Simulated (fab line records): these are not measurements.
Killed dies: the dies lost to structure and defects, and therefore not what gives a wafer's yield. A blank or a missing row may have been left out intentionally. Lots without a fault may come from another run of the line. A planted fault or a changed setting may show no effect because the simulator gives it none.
Which tool did it? :: flow gf180mcu :: 72 wafers from 24 lots sampled at 4 of the route's 602 steps

WHAT THE GAUGES SHOWED, per wafer
GF_M3_RS_MEAS_05: a four-point-probe measurement.
lot: L074
measured: day 20 17:52
on: film-metro-03
M3_ALCU_RS (ohm/sq): 0.0688 0.0695 0.0685

lot: L075
measured: day 20 23:13
on: film-metro-03
M3_ALCU_RS (ohm/sq): 0.0688 0.0694 0.0699

lot: L077
measured: day 21 06:49
on: film-metro-03
M3_ALCU_RS (ohm/sq): 0.0696 0.0694 0.0700

lot: L076
measured: day 21 10:47
on: film-metro-02
M3_ALCU_RS (ohm/sq): 0.0704 0.0693 0.0696

lot: L078
measured: day 21 23:53
on: film-metro-03
M3_ALCU_RS (ohm/sq): 0.0701 0.0697 0.0703

lot: L079
measured: day 22 05:40
on: film-metro-03
M3_ALCU_RS (ohm/sq): 0.0707 0.0707 0.0702

lot: L080
measured: day 22 18:14
on: film-metro-03
M3_ALCU_RS (ohm/sq): 0.0685 0.0684 0.0691

lot: L081
measured: day 22 23:23
on: film-metro-02
M3_ALCU_RS (ohm/sq): 0.0700 0.0701 0.0700

lot: L082
measured: day 23 15:14
on: film-metro-02
M3_ALCU_RS (ohm/sq): 0.0700 0.0695 0.0696

lot: L083
measured: day 23 22:59
on: film-metro-03
M3_ALCU_RS (ohm/sq): 0.0701 0.0701 0.0692

lot: L084
measured: day 24 03:26
on: film-metro-04
M3_ALCU_RS (ohm/sq): 0.0702 0.0698 0.0706

lot: L085
measured: day 24 13:20
on: film-metro-04
M3_ALCU_RS (ohm/sq): 0.0692 0.0688 0.0699

lot: L086
measured: day 24 22:02
on: film-metro-02
M3_ALCU_RS (ohm/sq): 0.0691 0.0687 0.0692

lot: L087
measured: day 25 08:34
on: film-metro-03
M3_ALCU_RS (ohm/sq): 0.0705 0.0698 0.0697

lot: L089
measured: day 25 22:56
on: film-metro-02
M3_ALCU_RS (ohm/sq): 0.0699 0.0700 0.0700

lot: L088
measured: day 26 00:14
on: film-metro-03
M3_ALCU_RS (ohm/sq): 0.0700 0.0696 0.0696

lot: L091
measured: day 26 13:21
on: film-metro-03
M3_ALCU_RS (ohm/sq): 0.0704 0.0698 0.0697

lot: L090
measured: day 26 14:46
on: film-metro-02
M3_ALCU_RS (ohm/sq): 0.0715 0.0703 0.0712

lot: L092
measured: day 27 00:48
on: film-metro-03
M3_ALCU_RS (ohm/sq): 0.0696 0.0691 0.0693

lot: L093
measured: day 27 09:00
on: film-metro-03
M3_ALCU_RS (ohm/sq): 0.0693 0.0701 0.0707

lot: L095
measured: day 27 11:02
on: film-metro-03
M3_ALCU_RS (ohm/sq): 0.0688 0.0689 0.0684

lot: L094
measured: day 27 12:59
on: film-metro-02
M3_ALCU_RS (ohm/sq): 0.0707 0.0708 0.0706

lot: L096
measured: day 27 23:40
on: film-metro-04
M3_ALCU_RS (ohm/sq): 0.0700 0.0698 0.0706

lot: L097
measured: day 28 08:00
on: film-metro-02
M3_ALCU_RS (ohm/sq): 0.0708 0.0710 0.0705

GF_M3_CD_MEAS_14 targets a cd of 280 nm.
lot: L074
measured: day 21 17:09
on: cd-sem-01
cd-nm (nm): 280.9 280.1 281.2

lot: L075
measured: day 22 04:43
on: cd-sem-01
cd-nm (nm): 279.2 280.3 280.4

lot: L077
measured: day 22 06:13
on: cd-sem-01
cd-nm (nm): 278.7 279.5 281.2

lot: L076
measured: day 22 09:43
on: cd-sem-01
cd-nm (nm): 280.8 280.4 280.6

lot: L078
measured: day 22 22:48
on: cd-sem-01
cd-nm (nm): 278.5 278.0 277.5

lot: L079
measured: day 23 03:59
on: cd-sem-02
cd-nm (nm): 279.3 279.2 278.8

lot: L080
measured: day 23 17:12
on: cd-sem-01
cd-nm (nm): 279.1 278.7 279.1

lot: L081
measured: day 23 21:44
on: cd-sem-01
cd-nm (nm): 280.1 280.2 281.1

lot: L082
measured: day 24 13:28
on: cd-sem-01
cd-nm (nm): 281.7 280.0 280.7

lot: L083
measured: day 24 20:55
on: cd-sem-02
cd-nm (nm): 279.2 279.6 281.4

lot: L084
measured: day 25 02:00
on: cd-sem-02
cd-nm (nm): 279.7 278.8 279.8

lot: L085
measured: day 25 11:08
on: cd-sem-01
cd-nm (nm): 277.5 278.9 279.0

lot: L086
measured: day 25 19:20
on: cd-sem-02
cd-nm (nm): 280.2 279.3 280.8

lot: L087
measured: day 26 05:50
on: cd-sem-02
cd-nm (nm): 276.7 276.6 275.9

lot: L089
measured: day 26 19:34
on: cd-sem-01
cd-nm (nm): 281.0 280.2 280.3

lot: L088
measured: day 26 20:55
on: cd-sem-02
cd-nm (nm): 281.0 281.5 281.3

lot: L091
measured: day 27 09:47
on: cd-sem-01
cd-nm (nm): 279.1 279.7 279.2

lot: L090
measured: day 27 11:41
on: cd-sem-01
cd-nm (nm): 280.7 281.1 280.0

lot: L092
measured: day 27 21:17
on: cd-sem-01
cd-nm (nm): 281.3 280.0 278.8

lot: L093
measured: day 28 05:10
on: cd-sem-02
cd-nm (nm): 281.6 281.3 281.5

lot: L095
measured: day 28 07:29
on: cd-sem-01
cd-nm (nm): 279.2 278.9 278.6

lot: L094
measured: day 28 08:33
on: cd-sem-02
cd-nm (nm): 280.4 281.1 280.8

lot: L096
measured: day 28 18:39
on: cd-sem-01
cd-nm (nm): 280.6 280.1 280.4

lot: L097
measured: day 29 02:58
on: cd-sem-02
cd-nm (nm): 279.5 279.6 278.9

GF_M3_OVL_MEAS_15.
lot: L074
measured: day 21 17:16
on: overlay-01
M3_OVL (nm): 6 -1 -1

lot: L075
measured: day 22 04:49
on: overlay-02
M3_OVL (nm): 5 3 -1

lot: L077
measured: day 22 06:20
on: overlay-01
M3_OVL (nm): 6 6 3

lot: L076
measured: day 22 09:49
on: overlay-01
M3_OVL (nm): 1 -1 0

lot: L078
measured: day 22 22:55
on: overlay-02
M3_OVL (nm): -4 -1 -3

lot: L079
measured: day 23 04:05
on: overlay-01
M3_OVL (nm): -1 -5 0

lot: L080
measured: day 23 17:17
on: overlay-01
M3_OVL (nm): -4 -2 -1

lot: L081
measured: day 23 21:52
on: overlay-01
M3_OVL (nm): 0 -4 4

lot: L082
measured: day 24 13:34
on: overlay-01
M3_OVL (nm): 8 2 7

lot: L083
measured: day 24 20:59
on: overlay-01
M3_OVL (nm): -1 4 0

lot: L084
measured: day 25 02:07
on: overlay-01
M3_OVL (nm): 1 -3 -4

lot: L085
measured: day 25 11:16
on: overlay-02
M3_OVL (nm): 6 4 8

lot: L086
measured: day 25 19:28
on: overlay-02
M3_OVL (nm): 4 -2 0

lot: L087
measured: day 26 05:55
on: overlay-02
M3_OVL (nm): 1 -5 1

lot: L089
measured: day 26 19:40
on: overlay-01
M3_OVL (nm): 9 3 6

lot: L088
measured: day 26 21:02
on: overlay-01
M3_OVL (nm): 6 8 4

lot: L091
measured: day 27 09:54
on: overlay-01
M3_OVL (nm): 2 3 -3

lot: L090
measured: day 27 11:49
on: overlay-01
M3_OVL (nm): 6 16 18

lot: L092
measured: day 27 21:23
on: overlay-02
M3_OVL (nm): -3 1 -1

lot: L093
measured: day 28 05:16
on: overlay-01
M3_OVL (nm): 9 9 8

lot: L095
measured: day 28 07:37
on: overlay-02
M3_OVL (nm): -6 -3 3

lot: L094
measured: day 28 08:40
on: overlay-01
M3_OVL (nm): 4 -2 -4

lot: L096
measured: day 28 18:46
on: overlay-02
M3_OVL (nm): 10 -1 1

lot: L097
measured: day 29 03:05
on: overlay-01
M3_OVL (nm): 5 -5 -8

GF_V3_THK_MEAS_01.
lot: L074
measured: day 21 18:03
on: film-metro-01
V3_CVD_00_THK (nm): 596 594 598

lot: L075
measured: day 22 05:44
on: film-metro-01
V3_CVD_00_THK (nm): 610 597 602

lot: L077
measured: day 22 07:06
on: film-metro-01
V3_CVD_00_THK (nm): 594 594 598

lot: L076
measured: day 22 10:43
on: film-metro-03
V3_CVD_00_THK (nm): 598 602 598

lot: L078
measured: day 22 23:41
on: film-metro-01
V3_CVD_00_THK (nm): 606 603 600

lot: L079
measured: day 23 04:54
on: film-metro-03
V3_CVD_00_THK (nm): 594 606 597

lot: L080
measured: day 23 18:07
on: film-metro-03
V3_CVD_00_THK (nm): 607 599 599

lot: L081
measured: day 23 22:38
on: film-metro-03
V3_CVD_00_THK (nm): 598 603 601

lot: L082
measured: day 24 14:20
on: film-metro-01
V3_CVD_00_THK (nm): 592 597 590

lot: L083
measured: day 24 21:48
on: film-metro-03
V3_CVD_00_THK (nm): 592 610 609

lot: L084
measured: day 25 03:01
on: film-metro-03
V3_CVD_00_THK (nm): 604 601 608

lot: L085
measured: day 25 12:02
on: film-metro-03
V3_CVD_00_THK (nm): 592 588 602

lot: L086
measured: day 25 20:16
on: film-metro-01
V3_CVD_00_THK (nm): 603 611 612

lot: L087
measured: day 26 07:02
on: film-metro-02
V3_CVD_00_THK (nm): 596 601 597

lot: L089
measured: day 26 20:28
on: film-metro-01
V3_CVD_00_THK (nm): 595 600 597

lot: L088
measured: day 26 21:49
on: film-metro-03
V3_CVD_00_THK (nm): 597 594 589

lot: L091
measured: day 27 10:40
on: film-metro-03
V3_CVD_00_THK (nm): 591 593 602

lot: L090
measured: day 27 12:37
on: film-metro-01
V3_CVD_00_THK (nm): 605 607 593

lot: L092
measured: day 27 22:12
on: film-metro-01
V3_CVD_00_THK (nm): 598 596 596

lot: L093
measured: day 28 06:02
on: film-metro-02
V3_CVD_00_THK (nm): 579 593 590

lot: L095
measured: day 28 08:31
on: film-metro-03
V3_CVD_00_THK (nm): 587 598 605

lot: L094
measured: day 28 09:26
on: film-metro-02
V3_CVD_00_THK (nm): 592 598 604

lot: L096
measured: day 28 19:32
on: film-metro-03
V3_CVD_00_THK (nm): 604 597 599

lot: L097
measured: day 29 03:51
on: film-metro-03
V3_CVD_00_THK (nm): 580 595 584

WHICH TOOL RAN EACH LOT (tool, then ch and the chambers of the sampled wafers, then the start)
The record holds no process step before these readings.

AS READ BY THE TOOLS THEMSELVES (means over the sampled wafers that have a number; for cases with no such wafer, the mark the record gives instead)
The record holds no such reading with a usual standard deviation.

THE ANSWER, worked out from the rows above alone
Rule: the lots themselves supply what counts as usual. The widest of any qualifying gaps counts: lots, ordered by their means at a reading, are off when they make up no more than a third of the lots, leave a main group of 4 or more, and stand apart from it by 3 or more times the standard deviation of that group's means. A main group is skipped when, at the precision printed for the reading in the tables above, its means are all equal. A lot without any number at a reading at which 4 lots or more have one is off too. The other lots that the step has rows for count as sound. Order of review: gauges by route order, followed by the tools' own readings, for which a lot's mean as printed above is used. The first step at which some lot is off is used, and at that step the reading that is off furthest; a lot without a number counts as furthest.
No lot is off at any reading shown: from this, nothing can be told.

WHAT THE SIMULATOR HAD PUT IN
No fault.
